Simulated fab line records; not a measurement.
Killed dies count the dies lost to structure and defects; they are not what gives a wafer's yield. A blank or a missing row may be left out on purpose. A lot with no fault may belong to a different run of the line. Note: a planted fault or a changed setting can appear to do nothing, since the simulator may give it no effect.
fab line records ; flow gf180mcu
record: lots: 6; wafers: 18; last-day: 34
route steps=602 shown MIM@505
lots that met no fault: taken from a fault-free run of the same line
start-h: start of the lot's first displayed wafer, in hours after the record's first day ; wait-h: time in hours since the lot's previous step ; " repeats the value in the row above ; L1.1+2: a single row standing in for several wafers ; - either no value or no given start ; * or withheld: withheld ; < > ~ a bound
route shown NAME@n: NAME is a module with steps in the file, n the number in the route of the first one ; usual: mean/standard deviation of fault-free wafers ; same: alike in all rows ; chamber/n: place in a boat ; sites: per-site readings ; _std_site: their standard deviation ; _edge_site: the outer-site mean with the inner-site mean subtracted ; radius-mm: for every site, how far away it sits from the centre of the wafer ; mask NAME#n: copy n ; behind: the most recent tool/chamber to have shaped the wafer ; hold: why the lot was held/for how many hours/how that ended ; device: transistor that didn't switch, given as n, p or np ; end of line: tests run on the same wafers once the route is complete ; step lacking rows: just its recipe ; killed: at the first sort, the dies lost to defects and structure; wafer yield is something else ; map: a wafer's dies, marking killed ones x, the rest . and places with no die _
set.NAME: the setting that was run; set.NAME@STEP: the one run at that earlier step ; model.NAME: the simulator's own value behind a step, which no gauge read
lots at some steps of the route; a table a step, a row a wafer
services: a tool's chamber out of use, with start hour (start-h, from the record's first day; less than 0 if before it), hours out, and reason
== steps ==
step: GF_MIM_SPUTTER_02
recipe: material: AlCu; target-thk-nm: 450; power-w: 10600; time-s: 23.9; chamber-pressure-pa: 0.4
usual: chamber-pressure-pa: 0.4000/0.00081; throttle-valve-pct: 30.3/1.4
lot.wafer;tool;chamber;start-h;wait-h;chamber-pressure-pa;throttle-valve-pct
L750.2;pvd-sputter-03;-;578.32;0.0;0.3998;33.3
L750.4;pvd-sputter-03;-;578.32;0.0;0.3994;33.1
L750.5;pvd-sputter-03;-;578.32;0.0;0.4005;28.8
L752.2;pvd-sputter-03;-;599.62;0.0;0.4005;30.4
L752.3;pvd-sputter-03;-;599.62;0.0;0.3991;33.3
L752.6;pvd-sputter-03;-;599.62;0.0;0.3996;30.8
L760.1;pvd-sputter-01;-;658.96;0.0;0.3991;29.8
L760.3;pvd-sputter-01;-;658.96;0.0;0.3997;29.8
L760.6;pvd-sputter-01;-;658.96;0.0;0.3980;29.9
L763.2;pvd-sputter-01;-;674.74;0.0;0.3995;30.9
L763.3;pvd-sputter-01;-;674.74;0.0;0.4002;30.1
L763.4;pvd-sputter-01;-;674.74;0.0;0.3994;29.8
L764.1;pvd-sputter-04;-;686.54;0.0;0.3996;29.1
L764.3;pvd-sputter-04;-;686.54;0.0;0.3997;28.1
L764.5;pvd-sputter-04;-;686.54;0.0;0.4013;31.5
L769.2;pvd-sputter-03;-;723.33;0.0;0.4006;28.7
L769.4;pvd-sputter-03;-;723.33;0.0;0.4013;30.7
L769.5;pvd-sputter-03;-;723.33;0.0;0.4009;30.6
step: GF_MIM_SPUTTER_03
recipe: material: Ti; target-thk-nm: 10; substrate-temp-c: 300; chamber-pressure-pa: 0.3; power-w: 3000; time-s: 6.7
usual: chamber-pressure-pa: 0.2999/0.00057; substrate-temp-c: 300.02/0.19; throttle-valve-pct: 30.3/1.3
lot.wafer;tool;chamber;start-h;wait-h;chamber-pressure-pa;substrate-temp-c;throttle-valve-pct
L750.2;pvd-sputter-03;-;578.35;0.0;0.2994;299.80;33.3
L750.4;pvd-sputter-03;-;578.35;0.0;0.3002;300.08;33.3
L750.5;pvd-sputter-03;-;578.35;0.0;0.3001;300.30;28.5
L752.2;pvd-sputter-03;-;599.65;0.0;0.3001;300.14;30.7
L752.3;pvd-sputter-03;-;599.65;0.0;0.3006;299.78;33.4
L752.6;pvd-sputter-03;-;599.65;0.0;0.2993;299.99;30.7
L760.1;pvd-sputter-01;-;658.99;0.0;0.3003;299.99;30.0
L760.3;pvd-sputter-01;-;658.99;0.0;0.3000;300.27;30.0
L760.6;pvd-sputter-01;-;658.99;0.0;0.2998;299.94;29.9
L763.2;pvd-sputter-01;-;674.77;0.0;0.2999;300.04;31.3
L763.3;pvd-sputter-01;-;674.77;0.0;0.2993;299.81;30.0
L763.4;pvd-sputter-01;-;674.77;0.0;0.2991;300.08;29.7
L764.1;pvd-sputter-04;-;686.57;0.0;0.3005;300.30;28.9
L764.3;pvd-sputter-04;-;686.57;0.0;0.2997;300.43;28.2
L764.5;pvd-sputter-04;-;686.57;0.0;0.2997;300.16;31.5
L769.2;pvd-sputter-03;-;723.36;0.0;0.3009;300.30;28.7
L769.4;pvd-sputter-03;-;723.36;0.0;0.3000;299.86;30.8
L769.5;pvd-sputter-03;-;723.36;0.0;0.2990;299.94;30.5
step: GF_MIM_SPUTTER_04
recipe: material: TiN; target-thk-nm: 50; power-w: 6500; time-s: 41.7; chamber-pressure-pa: 0.4
usual: chamber-pressure-pa: 0.4000/0.00087; throttle-valve-pct: 30.3/1.3
lot.wafer;tool;chamber;start-h;wait-h;chamber-pressure-pa;throttle-valve-pct
L750.2;pvd-sputter-03;-;578.37;0.0;0.3993;33.1
L750.4;pvd-sputter-03;-;578.37;0.0;0.3999;33.3
L750.5;pvd-sputter-03;-;578.37;0.0;0.3998;28.8
L752.2;pvd-sputter-03;-;599.67;0.0;0.4015;30.7
L752.3;pvd-sputter-03;-;599.67;0.0;0.4012;33.1
L752.6;pvd-sputter-03;-;599.67;0.0;0.4010;30.5
L760.1;pvd-sputter-01;-;659.01;0.0;0.4010;29.8
L760.3;pvd-sputter-01;-;659.01;0.0;0.4001;30.1
L760.6;pvd-sputter-01;-;659.01;0.0;0.4005;29.7
L763.2;pvd-sputter-01;-;674.79;0.0;0.3994;31.0
L763.3;pvd-sputter-01;-;674.79;0.0;0.4012;30.0
L763.4;pvd-sputter-01;-;674.79;0.0;0.3999;29.9
L764.1;pvd-sputter-04;-;686.59;0.0;0.3999;29.1
L764.3;pvd-sputter-04;-;686.59;0.0;0.3997;28.6
L764.5;pvd-sputter-04;-;686.59;0.0;0.4010;31.5
L769.2;pvd-sputter-03;-;723.38;0.0;0.4005;28.6
L769.4;pvd-sputter-03;-;723.38;0.0;0.4005;30.4
L769.5;pvd-sputter-03;-;723.38;0.0;0.4006;30.8
step: GF_MIM_CVD_05
recipe: material: Si3N4; target-thk-nm: 42; temp-max-c: 400; temp-c: 385; time-s: 29.086; rf-w: 450
step: GF_MIM_THK_MEAS_06
recipe: reads: Si3N4_of_MIM_CVD_05
usual: MIM_CVD_05_THK: 42.2/0.62
lot.wafer;tool;chamber;start-h;wait-h;MIM_CVD_05_THK[nm]
L750.2;film-metro-02;-;578.45;0.0;41.9
L750.4;film-metro-02;-;578.45;0.0;42.8
L750.5;film-metro-02;-;578.45;0.0;43.1
L752.2;film-metro-03;-;599.75;0.0;41.9
L752.3;film-metro-03;-;599.75;0.0;42.2
L752.6;film-metro-03;-;599.75;0.0;42.8
L760.1;film-metro-03;-;659.08;0.0;41.7
L760.3;film-metro-03;-;659.08;0.0;41.6
L760.6;film-metro-03;-;659.08;0.0;42.2
L763.2;film-metro-02;-;674.87;0.0;42.0
L763.3;film-metro-02;-;674.87;0.0;42.1
L763.4;film-metro-02;-;674.87;0.0;42.5
L764.1;film-metro-04;-;686.66;0.0;41.1
L764.3;film-metro-04;-;686.66;0.0;42.0
L764.5;film-metro-04;-;686.66;0.0;41.7
L769.2;film-metro-03;-;723.46;0.0;41.3
L769.4;film-metro-03;-;723.46;0.0;42.8
L769.5;film-metro-03;-;723.46;0.0;42.1
step: GF_MIM_SPUTTER_07
recipe: material: TiN; target-thk-nm: 60; power-w: 6500; time-s: 50; chamber-pressure-pa: 0.4
usual: chamber-pressure-pa: 0.4000/0.00079; throttle-valve-pct: 30.2/1.3
lot.wafer;tool;chamber;start-h;wait-h;chamber-pressure-pa;throttle-valve-pct
L750.2;pvd-sputter-04;-;578.50;0.0;0.3991;28.3
L750.4;pvd-sputter-04;-;578.50;0.0;0.3994;32.2
L750.5;pvd-sputter-04;-;578.50;0.0;0.4005;28.4
L752.2;pvd-sputter-01;-;599.80;0.0;0.4000;31.0
L752.3;pvd-sputter-01;-;599.80;0.0;0.4000;29.9
L752.6;pvd-sputter-01;-;599.80;0.0;0.3978;29.5
L760.1;pvd-sputter-04;-;659.14;0.1;0.3991;31.5
L760.3;pvd-sputter-04;-;659.14;0.1;0.4007;28.3
L760.6;pvd-sputter-04;-;659.14;0.1;0.4004;28.9
L763.2;pvd-sputter-03;-;674.92;0.0;0.3995;28.8
L763.3;pvd-sputter-03;-;674.92;0.0;0.3990;33.4
L763.4;pvd-sputter-03;-;674.92;0.0;0.3998;30.5
L764.1;pvd-sputter-01;-;686.72;0.1;0.4011;29.9
L764.3;pvd-sputter-01;-;686.72;0.1;0.3994;30.8
L764.5;pvd-sputter-01;-;686.72;0.1;0.4002;31.0
L769.2;pvd-sputter-01;-;723.51;0.0;0.3990;30.9
L769.4;pvd-sputter-01;-;723.51;0.0;0.4001;29.7
L769.5;pvd-sputter-01;-;723.51;0.0;0.3999;29.7
step: GF_MIM_SPUTTER_08
recipe: material: AlCu; target-thk-nm: 200; power-w: 10600; time-s: 10.6; chamber-pressure-pa: 0.4
step: GF_MIM_SPUTTER_09
recipe: material: TiN; target-thk-nm: 35; power-w: 6500; time-s: 29.2; chamber-pressure-pa: 0.4
usual: chamber-pressure-pa: 0.4000/0.00084; throttle-valve-pct: 30.2/1.3
lot.wafer;tool;chamber;start-h;wait-h;chamber-pressure-pa;throttle-valve-pct
L750.2;pvd-sputter-04;-;578.57;0.0;0.4001;28.2
L750.4;pvd-sputter-04;-;578.57;0.0;0.3991;32.2
L750.5;pvd-sputter-04;-;578.57;0.0;0.4004;28.5
L752.2;pvd-sputter-01;-;599.87;0.0;0.3999;31.0
L752.3;pvd-sputter-01;-;599.87;0.0;0.3996;30.0
L752.6;pvd-sputter-01;-;599.87;0.0;0.4003;29.4
L760.1;pvd-sputter-04;-;659.21;0.0;0.4009;31.4
L760.3;pvd-sputter-04;-;659.21;0.0;0.3981;28.2
L760.6;pvd-sputter-04;-;659.21;0.0;0.4025;28.9
L763.2;pvd-sputter-03;-;674.99;0.0;0.3994;28.8
L763.3;pvd-sputter-03;-;674.99;0.0;0.4011;33.1
L763.4;pvd-sputter-03;-;674.99;0.0;0.4008;30.6
L764.1;pvd-sputter-01;-;686.79;0.0;0.3987;29.9
L764.3;pvd-sputter-01;-;686.79;0.0;0.4000;31.1
L764.5;pvd-sputter-01;-;686.79;0.0;0.4010;30.6
L769.2;pvd-sputter-01;-;723.58;0.0;0.4007;30.9
L769.4;pvd-sputter-01;-;723.58;0.0;0.4000;30.1
L769.5;pvd-sputter-01;-;723.58;0.0;0.4000;29.8
step: GF_MIM_RS_MEAS_10
recipe: thk-meas-gauge: four-point-probe; reads: TiN_of_MIM_SPUTTER_09+AlCu_of_MIM_SPUTTER_08+TiN_of_MIM_SPUTTER_07
usual: MIM_ALCU_RS: 0.1598/0.0017
lot.wafer;tool;chamber;start-h;wait-h;MIM_ALCU_RS[ohm/sq]
L750.2;film-metro-04;-;578.62;0.0;0.1577
L750.4;film-metro-04;-;578.62;0.0;0.1577
L750.5;film-metro-04;-;578.62;0.0;0.1575
L752.2;film-metro-02;-;599.92;0.0;0.1581
L752.3;film-metro-02;-;599.92;0.0;0.1575
L752.6;film-metro-02;-;599.92;0.0;0.1612
L760.1;film-metro-04;-;659.24;0.0;0.1571
L760.3;film-metro-04;-;659.24;0.0;0.1585
L760.6;film-metro-04;-;659.24;0.0;0.1606
L763.2;film-metro-04;-;675.04;0.0;0.1602
L763.3;film-metro-04;-;675.04;0.0;0.1601
L763.4;film-metro-04;-;675.04;0.0;0.1602
L764.1;film-metro-03;-;686.82;0.0;0.1607
L764.3;film-metro-03;-;686.82;0.0;0.1580
L764.5;film-metro-03;-;686.82;0.0;0.1593
L769.2;film-metro-03;-;723.63;0.0;0.1592
L769.4;film-metro-03;-;723.63;0.0;0.1586
L769.5;film-metro-03;-;723.63;0.0;0.1605
step: GF_MIM_THK_MEAS_11
recipe: thk-meas-gauge: xrf; reads: AlCu_of_MIM_SPUTTER_08
usual: MIM_ALCU_THK: 194.9/2.1
lot.wafer;tool;chamber;start-h;wait-h;MIM_ALCU_THK[nm]
L750.2;film-metro-04;-;578.73;0.1;198.2
L750.4;film-metro-04;-;578.73;0.1;196.9
L750.5;film-metro-04;-;578.73;0.1;198.3
L752.2;film-metro-02;-;600.03;0.1;195.0
L752.3;film-metro-02;-;600.03;0.1;198.3
L752.6;film-metro-02;-;600.03;0.1;193.3
L760.1;film-metro-04;-;659.36;0.1;197.5
L760.3;film-metro-04;-;659.36;0.1;196.8
L760.6;film-metro-04;-;659.36;0.1;194.0
L763.2;film-metro-04;-;675.15;0.1;194.7
L763.3;film-metro-04;-;675.15;0.1;195.2
L763.4;film-metro-04;-;675.15;0.1;194.6
L764.1;film-metro-03;-;686.94;0.1;194.9
L764.3;film-metro-03;-;686.94;0.1;199.0
L764.5;film-metro-03;-;686.94;0.1;197.5
L769.2;film-metro-03;-;723.74;0.1;195.3
L769.4;film-metro-03;-;723.74;0.1;196.6
L769.5;film-metro-03;-;723.74;0.1;195.4
step: GF_MIM_DEHYDRATE_12
recipe: temp-c: 200; time-s: 60
step: GF_MIM_HMDS_13
recipe: prime-time-s: 60; prime-temp-c: 120
step: GF_MIM_COAT_14
recipe: resist: NOVOLAK; spin-rpm: 3000; resist-thk-nm: 1000
usual: resist-line-temp-C: 22.99/0.12
lot.wafer;tool;chamber;start-h;wait-h;resist-line-temp-C;model.NOVOLAK_of_MIM_COAT_14.thk-nm
L750.2;litho-track-03;0;589.07;0.1;22.87;998.6
L750.4;litho-track-03;0;589.07;0.1;22.87;998.4
L750.5;litho-track-03;0;589.07;0.1;22.84;1002
L752.2;litho-track-01;0;610.02;0.1;22.88;997.3
L752.3;litho-track-01;0;610.02;0.1;22.95;1001
L752.6;litho-track-01;0;610.02;0.1;22.91;998.8
L760.1;litho-track-01;0;668.10;0.1;23.03;1001
L760.3;litho-track-01;0;668.10;0.1;23.18;999.7
L760.6;litho-track-01;0;668.10;0.1;23.02;998.9
L763.2;litho-track-01;0;684.27;0.1;23.10;892.9
L763.3;litho-track-01;0;684.27;0.1;23.07;890.6
L763.4;litho-track-01;0;684.27;0.1;22.98;891.1
L764.1;litho-track-01;0;696.15;0.1;22.92;889.6
L764.3;litho-track-01;0;696.15;0.1;23.01;890.9
L764.5;litho-track-01;0;696.15;0.1;23.03;891.8
L769.2;litho-track-02;0;731.98;0.1;22.88;1001
L769.4;litho-track-02;0;731.98;0.1;22.84;1003
L769.5;litho-track-02;0;731.98;0.1;22.93;1003
step: GF_MIM_SOFTBAKE_15
recipe: temp-c: 90; time-s: 60; resist: NOVOLAK
step: GF_MIM_EXPOSE_16
recipe: mask-id: FuseTop; target-cd-nm: 2000; na: 0.6; source-shape: conventional; sigma-outer: 0.6; dose-mj: 140
step: GF_MIM_PEB_17
recipe: temp-c: withheld; time-s: *; resist: NOVOLAK
step: GF_MIM_DEVELOP_18
recipe: develop-time-s: 60; dev-temp-c: 23.54
usual: resist-line-temp-C: 22.99/0.092
lot.wafer;tool;chamber;start-h;wait-h;resist-line-temp-C;model.MIM.cd-nm
L750.2;litho-track-03;0;599.07;0.1;22.95;1999
L750.4;litho-track-03;0;599.07;0.1;22.94;1999
L750.5;litho-track-03;0;599.07;0.1;23.05;2000
L752.2;litho-track-01;0;620.22;0.1;22.87;2004
L752.3;litho-track-01;0;620.22;0.1;22.99;2001
L752.6;litho-track-01;0;620.22;0.1;22.92;2003
L760.1;litho-track-03;0;678.44;0.1;23.06;2005
L760.3;litho-track-03;0;678.44;0.1;22.92;2004
L760.6;litho-track-03;0;678.44;0.1;22.92;2002
L763.2;litho-track-03;0;693.92;0.1;22.79;1988
L763.3;litho-track-03;0;693.92;0.1;22.95;1987
L763.4;litho-track-03;0;693.92;0.1;22.95;1988
L764.1;litho-track-01;0;704.90;0.1;22.86;1991
L764.3;litho-track-01;0;704.90;0.1;23.05;1990
L764.5;litho-track-01;0;704.90;0.1;23.03;1990
L769.2;litho-track-03;0;740.62;0.1;22.95;2000
L769.4;litho-track-03;0;740.62;0.1;23.03;2003
L769.5;litho-track-03;0;740.62;0.1;23.01;2001
step: GF_MIM_METAL_ETCH_19
recipe: chemistry: Cl2/BCl3; mask-material: NOVOLAK; stop-on: Si3N4; target-depth-nm: 324.5; pressure-mtorr: 8; icp-w: 800; bias-w: 140; Cl2_flow_sccm: 80; bcl3-flow-sccm: 40; time-s: 54.1
usual: drypump-motor-current-A: 6.02/0.27; oes-product-au: 0.943/0.006; throttle-valve-pct: 28.284/0.01
lot.wafer;tool;chamber;start-h;wait-h;drypump-motor-current-A;oes-product-au;rf-hours-counter-h;throttle-valve-pct;model.NOVOLAK_of_MIM_COAT_14.thk-nm;model.MIM.cd-nm
L750.2;rie-metal-04;0;599.19;0.1;6.31;0.949;11;28.276;868.8;1997
L750.4;rie-metal-04;0;599.19;0.1;6.34;0.948;-;28.276;869.2;1998
L750.5;rie-metal-04;0;599.19;0.1;6.32;0.954;-;28.282;871.6;1998
L752.2;rie-metal-03;0;620.35;0.1;5.79;0.948;1;28.270;868.4;2008
L752.3;rie-metal-03;1;620.35;0.1;5.97;0.962;-;28.258;875.2;1998
L752.6;rie-metal-03;0;620.35;0.1;5.78;0.939;-;28.273;868.2;2008
L760.1;rie-metal-03;0;678.59;0.1;5.78;0.943;3;28.279;870.6;2006
L760.3;rie-metal-03;0;678.59;0.1;5.74;0.946;-;28.270;871;2007
L760.6;rie-metal-03;0;678.59;0.1;5.77;0.937;-;28.300;869.8;2004
L763.2;rie-metal-03;0;694.04;0.1;5.78;0.933;4;28.287;762.6;1991
L763.3;rie-metal-03;0;694.04;0.1;5.76;0.931;-;28.288;761.1;1992
L763.4;rie-metal-03;1;694.04;0.1;5.99;0.949;-;28.284;764.2;1985
L764.1;rie-metal-04;0;705.05;0.1;6.29;0.939;0;28.287;759.7;1990
L764.3;rie-metal-04;1;705.05;0.1;6.29;0.949;-;28.279;756.6;1990
L764.5;rie-metal-04;1;705.05;0.1;6.33;0.947;-;28.289;758.4;1989
L769.2;rie-metal-04;0;740.74;0.1;6.35;0.940;2;28.291;871.3;2000
L769.4;rie-metal-04;0;740.74;0.1;6.37;0.946;-;28.287;872.9;2003
L769.5;rie-metal-04;0;740.74;0.1;6.36;0.943;-;28.272;871.9;2001
step: GF_MIM_STRIP_20
recipe: chemistry: O2/N2; power-w: 1400; pressure-mtorr: 1500; platen-temp-c: 250; o2-flow-sccm: 3000; n2-flow-sccm: 300; overash-fraction: 0.5
usual: drypump-motor-current-A: 5.6/0.44; heater-power-w: 317/21; oes-product-au: 0.691/0.0048; platen-temp-c: 250.02/0.17; strip-time-to-endpoint-s: 11.21/0.037
lot.wafer;tool;chamber;start-h;wait-h;drypump-motor-current-A;heater-power-w;oes-product-au;platen-temp-c;rf-hours-counter-h;strip-time-to-endpoint-s
L750.2;plasma-asher-02;0;599.26;0.0;6.0;324;0.687;249.99;18;11.21
L750.4;plasma-asher-02;0;599.26;0.0;6.0;322;0.688;249.91;-;11.23
L750.5;plasma-asher-02;0;599.26;0.0;6.0;327;0.699;249.99;-;11.25
L752.2;plasma-asher-03;0;620.42;0.0;5.7;311;0.688;250.10;49;11.20
L752.3;plasma-asher-03;0;620.42;0.0;5.7;315;0.694;250.29;-;11.29
L752.6;plasma-asher-03;0;620.42;0.0;5.7;320;0.695;250.02;-;11.20
L760.1;plasma-asher-03;0;678.73;0.1;5.7;318;0.687;250.22;55;11.23
L760.3;plasma-asher-03;0;678.73;0.1;5.7;319;0.690;250.02;-;11.25
L760.6;plasma-asher-03;1;678.73;0.1;5.6;276;0.695;250.47;-;11.23
L763.2;plasma-asher-03;0;694.11;0.0;5.7;320;0.641;250.01;56;9.95
L763.3;plasma-asher-03;1;694.11;0.0;5.6;281;0.625;250.06;-;9.93
L763.4;plasma-asher-03;0;694.11;0.0;5.6;317;0.636;250.20;-;9.98
L764.1;plasma-asher-02;1;705.12;0.0;4.8;319;0.644;250.21;28;9.91
L764.3;plasma-asher-02;1;705.12;0.0;4.8;319;0.642;249.93;-;9.89
L764.5;plasma-asher-02;0;705.12;0.0;6.0;329;0.640;250.14;-;9.90
L769.2;plasma-asher-03;0;740.81;0.0;5.7;323;0.689;250.18;62;11.25
L769.4;plasma-asher-03;1;740.81;0.0;5.6;278;0.697;250.00;-;11.26
L769.5;plasma-asher-03;1;740.81;0.0;5.6;278;0.694;249.97;-;11.26
step: GF_MIM_STRIP_21
recipe: chemistry: post-etch-residue-remover; time-s: 1200; temp-c: 72.5
== services ==
tool;chamber;start-h;hours;kind
plasma-asher-02;-;556.94;2.8;pm
pvd-sputter-03;2;570.95;-;consumable-replace:kit
pvd-sputter-03;2;570.95;18.0;scheduled-down
pvd-sputter-03;2;570.95;18.0;vent-cycle
plasma-asher-03;-;573.23;1.3;repair
plasma-asher-03;-;583.26;4.6;repair
pvd-sputter-03;-;597.82;0.7;repair
rie-metal-03;-;619.95;0.1;repair
rie-metal-04;0;626.48;29.8;repair
pvd-sputter-01;2;634.82;-;consumable-replace:kit
pvd-sputter-01;2;634.82;18.0;scheduled-down
pvd-sputter-01;2;634.82;18.0;vent-cycle
plasma-asher-03;-;637.62;3.7;repair
pvd-sputter-04;0;649.61;-;consumable-replace:kit
pvd-sputter-04;0;649.61;18.0;scheduled-down
pvd-sputter-04;0;649.61;18.0;vent-cycle
rie-metal-03;1;675.94;6.2;repair
pvd-sputter-03;1;690.33;-;consumable-replace:kit
pvd-sputter-03;1;690.33;18.0;scheduled-down
pvd-sputter-03;1;690.33;18.0;vent-cycle
pvd-sputter-01;-;727.12;3.4;repair
pvd-sputter-04;-;729.64;0.5;repair
pvd-sputter-03;-;734.65;2.4;repair
pvd-sputter-04;3;740.80;-;consumable-replace:kit
== key ==
first-sign: step: GF_MIM_STRIP_20; reading: strip-time-to-endpoint-s; direction: down; sigmas: 35; usual: *; struck: *
effect: step: GF_MIM_STRIP_20; reading: oes-product-au; direction: down; sigmas: 11; usual: 0.691; struck: 0.638
model-effect: step: GF_MIM_COAT_14; value: NOVOLAK_of_MIM_COAT_14.thk-nm; without: 999.8; struck: 891.2
model-effect: step: GF_MIM_DEVELOP_18; value: MIM.cd-nm; without: 2000; struck: 1989
model-effect: step: GF_MIM_METAL_ETCH_19; value: NOVOLAK_of_MIM_COAT_14.thk-nm; without: 869.1; struck: 760.5
met-at GF_MIM_COAT_14
struck-wafers L763.2,L763.3,L763.4,L764.1,L764.3,L764.5
onset-between 668.10 684.27
fault: kind: process-parameter-drift; tool: litho-track-01; chamber: -; onset-h: 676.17; steps: GF_MIM_COAT_14; channel: resist-thk-nm; offset: *; shape: step; end-h: 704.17; acts-in: *; stated: *
